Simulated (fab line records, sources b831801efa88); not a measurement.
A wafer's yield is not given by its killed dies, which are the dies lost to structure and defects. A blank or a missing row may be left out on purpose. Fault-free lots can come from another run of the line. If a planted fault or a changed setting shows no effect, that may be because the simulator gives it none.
Which tool is to blame?	flow gf180mcu	Sampling: 13 lots, 39 wafers, 5 of 602 route steps

WHAT THE GAUGES SHOWED, per wafer
GF_STI_CD_MEAS_12 targets a cd of 220 nm.
lot	measured	on	cd_nm (nm)
L762	day 2 02:17	cd_sem-02	221.2 219.6 221.2
L763	day 2 06:32	cd_sem-01	219.5 219.9 219.6
L764	day 2 11:50	cd_sem-01	222.6 222.5 222.6
L765	day 2 16:26	cd_sem-02	219.2 220.2 220.6
L766	day 2 22:01	cd_sem-02	220.5 219.7 221.8
L767	day 3 03:20	cd_sem-01	219.3 218.9 218.2
L768	day 3 08:07	cd_sem-01	220.8 219.7 220.8
L769	day 3 13:02	cd_sem-01	219.5 217.8 220.0
L771	day 3 23:02	cd_sem-02	221.4 220.6 221.4
L772	day 4 05:29	cd_sem-02	222.1 221.5 221.0
L774	day 4 14:44	cd_sem-02	220.5 220.5 220.8
L775	day 4 20:02	cd_sem-01	220.0 220.7 220.2
L785	day 7 01:08	cd_sem-02	219.4 219.1 219.7

GF_VT_IMPLANT_RS_MEAS_48: measurement is done with a four-point probe.
lot	measured	on	LVPWELL_RS (ohm/sq)
L762	day 7 15:20	film_metro-01	1197.4 1193.4 1192.8
L763	day 7 19:19	film_metro-03	1192.1 1195.5 1194.5
L764	day 8 03:07	film_metro-01	1197.2 1196.5 1196.1
L765	day 8 09:16	film_metro-03	1197.8 1196.4 1200.3
L766	day 8 15:21	film_metro-03	1196.4 1197.5 1197.6
L767	day 8 22:09	film_metro-04	1196.7 1197.7 1199.0
L768	day 9 06:55	film_metro-03	1195.1 1197.2 1197.3
L769	day 9 12:04	film_metro-03	1199.0 1198.9 1202.3
L771	day 10 01:22	film_metro-03	1191.8 1196.3 1197.2
L772	day 10 09:41	film_metro-03	1200.3 1200.5 1201.0
L774	day 10 22:46	film_metro-03	1195.3 1196.6 1196.3
L775	day 11 04:16	film_metro-04	1198.8 1201.4 1198.1
L785	day 13 23:58	film_metro-04	1200.7 1196.5 1201.1

GF_DUAL_GATE_OVL_MEAS_11.
lot	measured	on	DUAL_GATE_OVL (nm)
L762	day 8 10:05	overlay-02	2.6 1.5 0.9
L763	day 8 14:17	overlay-01	3.2 1.2 2.4
L764	day 8 21:41	overlay-01	-0.3 -1.8 -0.7
L765	day 9 03:47	overlay-02	1.5 2.2 1.4
L766	day 9 11:02	overlay-02	-0.8 1.8 -0.9
L767	day 9 18:41	overlay-01	-1.7 -0.9 -3.0
L768	day 10 02:47	overlay-02	-1.4 -1.3 -1.6
L769	day 10 08:11	overlay-02	-0.2 0.7 -0.2
L771	day 10 20:47	overlay-02	2.8 2.6 2.3
L772	day 11 06:29	overlay-02	-0.3 -0.5 -1.3
L774	day 11 18:56	overlay-02	- - -
L775	day 12 01:02	overlay-02	1.0 2.2 0.7
L785	day 14 23:14	overlay-02	-1.1 -0.1 -1.7

GF_POLY_GATE_CD_MEAS_10 targets a cd of 280 nm.
lot	measured	on	cd_nm (nm)
L762	day 9 06:28	cd_sem-02	280.4 279.9 280.1
L763	day 9 11:01	cd_sem-01	281.0 279.8 279.4
L764	day 9 18:22	cd_sem-01	278.7 280.1 279.4
L765	day 10 01:38	cd_sem-02	280.6 281.6 280.7
L766	day 10 08:04	cd_sem-02	279.1 279.1 279.3
L767	day 10 16:40	cd_sem-01	278.4 279.1 277.8
L768	day 11 01:10	cd_sem-01	280.6 281.2 280.0
L769	day 11 05:53	cd_sem-01	278.7 281.2 279.9
L771	day 11 19:01	cd_sem-02	280.2 279.7 278.7
L772	day 12 05:08	cd_sem-01	279.7 279.5 279.8
L775	day 13 01:29	cd_sem-01	279.6 280.4 281.3
L785	day 16 01:38	cd_sem-02	281.0 280.9 281.0

TOOL THAT RAN EACH LOT (tool first, then ch and the chambers of the sampled wafers, then the start)
lot	GF_DUAL_GATE_EXPOSE_08
L762	iline_stepper-01 ch 0, day 8 01:49
L763	iline_stepper-02 ch 0, day 8 06:27
L764	iline_stepper-01 ch 0, day 8 13:31
L765	iline_stepper-01 ch 0, day 8 19:20
L766	iline_stepper-01 ch 0, day 9 02:25
L767	iline_stepper-01 ch 0, day 9 09:50
L768	iline_stepper-02 ch 0, day 9 18:32
L769	iline_stepper-02 ch 0, day 9 23:08
L771	iline_stepper-02 ch 0, day 10 12:12
L772	iline_stepper-02 ch 0, day 10 21:23
L774	iline_stepper-01 ch 0, day 11 09:40
L775	iline_stepper-01 ch 0, day 11 15:17
L785	iline_stepper-01 ch 0, day 14 13:34
- GF_DUAL_GATE_EXPOSE_08: exposes mask Dualgate, target cd 700 nm.

AS READ BY THE TOOLS THEMSELVES (means over the sampled wafers that have a number; for cases with no such wafer, the mark the record gives instead)
The record holds no such reading with a usual standard deviation.

THE ANSWER, worked out from the rows above alone
Rule: what is usual is taken from the lots themselves. Put in order of their means at a reading, lots are off if they are a third of the lots or fewer, leave a main group of 4 or more, and stand apart from it by a gap of 3 or more times the standard deviation of the main group's means; of several such gaps the widest counts. A main group whose means are all the same, to the digits that the tables above print for the reading, isn't used. Also off: a lot with no number at a reading for which 4 or more lots have one. The other lots that the step has rows for count as sound. First the gauges in route order, then the tools' own readings, where a lot's mean is used as printed above. At the first step where some lot is off, the reading lying furthest off is the one used; lots without a number count as furthest.
Off: L774, seen at GF_DUAL_GATE_OVL_MEAS_11 (DUAL_GATE_OVL). Without a number there: L774. For the main group the mean is 0.3 nm and the standard deviation 1.5.
If a tool, at a process step before that reading, ran all the lots that are off and no sound lot after the first of them, it fits. Gauges at GF_DUAL_GATE_OVL_MEAS_11: tried the same way as those tools. No candidate that was tried fits.

WHAT THE SIMULATOR HAD INSERTED
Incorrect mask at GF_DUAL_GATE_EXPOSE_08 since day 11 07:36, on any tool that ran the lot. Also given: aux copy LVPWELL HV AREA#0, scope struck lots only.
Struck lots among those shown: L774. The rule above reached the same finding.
